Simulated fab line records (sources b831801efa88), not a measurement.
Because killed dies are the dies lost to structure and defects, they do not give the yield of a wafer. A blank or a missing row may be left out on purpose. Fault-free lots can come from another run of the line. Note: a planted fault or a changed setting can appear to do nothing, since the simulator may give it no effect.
Problem report in the 8D (eight disciplines) form, filled by code + flow sky130 + the parts of the form that need people (team, actions taken, sign-off) are left out

## 1. WHAT WENT WRONG
Mean of bias_w at SKY_VIA2_ETCH_14: 88.50 W across 2 wafers in 2 lots; on wafers with no fault it is 100.00 W (standard deviation 0.29). That is -40 standard deviations from the usual mean.
The step: etches BARC in N2/H2, stops on SiO2, time 45.9 s, target depth 60 nm.
First seen on wafer L512.4, day 39 16:01, on rie_diel-02. The record holds 36 wafers of 12 lots with a number at this step. Rule for "out" (also "out of limits"): further than 4 standard deviations from the usual mean. All remaining wafers that have a number are taken as sound.

## 2. WHAT IT IS; WHAT IT IS NOT
| question                    | is                | is not                                                                                                   |
|-----------------------------|-------------------|----------------------------------------------------------------------------------------------------------|
| which readings at this step | bias_w            | drypump_motor_current_A, oes_product_au, throttle_valve_pct                                              |
| which lots                  | L512, L516        | L504, L505, L506, L509, L520, L521, L523, L524, L525, L526                                               |
| which wafers of those lots  | L512.4, L516.6    | L512.3, L512.5, L516.2, L516.3                                                                           |
| read on which tools         | rie_diel-02       | rie_diel-01, rie_diel-04                                                                                 |
| when                        | from day 39 16:01 | up to then (14 sound wafers); but 20 sound wafers of L516, L520, L521, L523, L524, L525, L526 came after |

## 3. WHAT RULES OUT EACH SUSPECT
Counting: a tool at a process step up to the reading stays a suspect if it ran every lot that is out. Sound lots after the first of them don't rule it out here, since some wafers of a struck lot are sound.
- rie_diel-02 at SKY_VIA2_ETCH_14 (etches BARC in N2/H2, stops on SiO2, time 45.9 s, target depth 60 nm): kept. Ran every lot that is out, first one L512 (day 39 16:01); last sound lot up to then L505 (day 36 16:13). On those wafers its own readings are out: bias_w.
- Within rie_diel-02 at SKY_VIA2_ETCH_14: the wafers that are out ran in chamber 0; their sound lot-mates ran in chambers 1, 2.
Remaining after the count: rie_diel-02 at SKY_VIA2_ETCH_14.

## 4. THE CAUSE (what the simulator had put in)
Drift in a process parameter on rie_diel-02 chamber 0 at SKY_VIA2_ETCH_14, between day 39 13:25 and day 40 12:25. A move of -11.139 in setting bias_w, from 100. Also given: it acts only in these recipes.
The count eliminated every tool but this one.

## 5. THE CHAIN OF EFFECTS, in route order
One row per reading whose mean, taken over the struck wafers that have a number, lies over 3 standard deviations from the usual. Only readings for which the record gives a usual standard deviation are gone through. hours: the time from each lot's start at the first step in this table that gives one to its start at this step, as a median over the lots. sigmas: the change in usual standard deviations.
| hours | step             | reading | usual    | on struck wafers | change | sigmas |
|-------|------------------|---------|----------|------------------|--------|--------|
| 0     | SKY_VIA2_ETCH_14 | bias_w  | 100.00 W | 88.50            | -11.50 | -40    |
Here are the process steps it includes:
- SKY_VIA2_ETCH_14: etches BARC in N2/H2, stops on SiO2, time 45.9 s, target depth 60 nm.

## 6. WHAT WOULD HAVE CAUGHT IT SOONER
3 hours passed between the start of the fault at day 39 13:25 and the first reading out of limits in this record, taken at day 39 16:01.
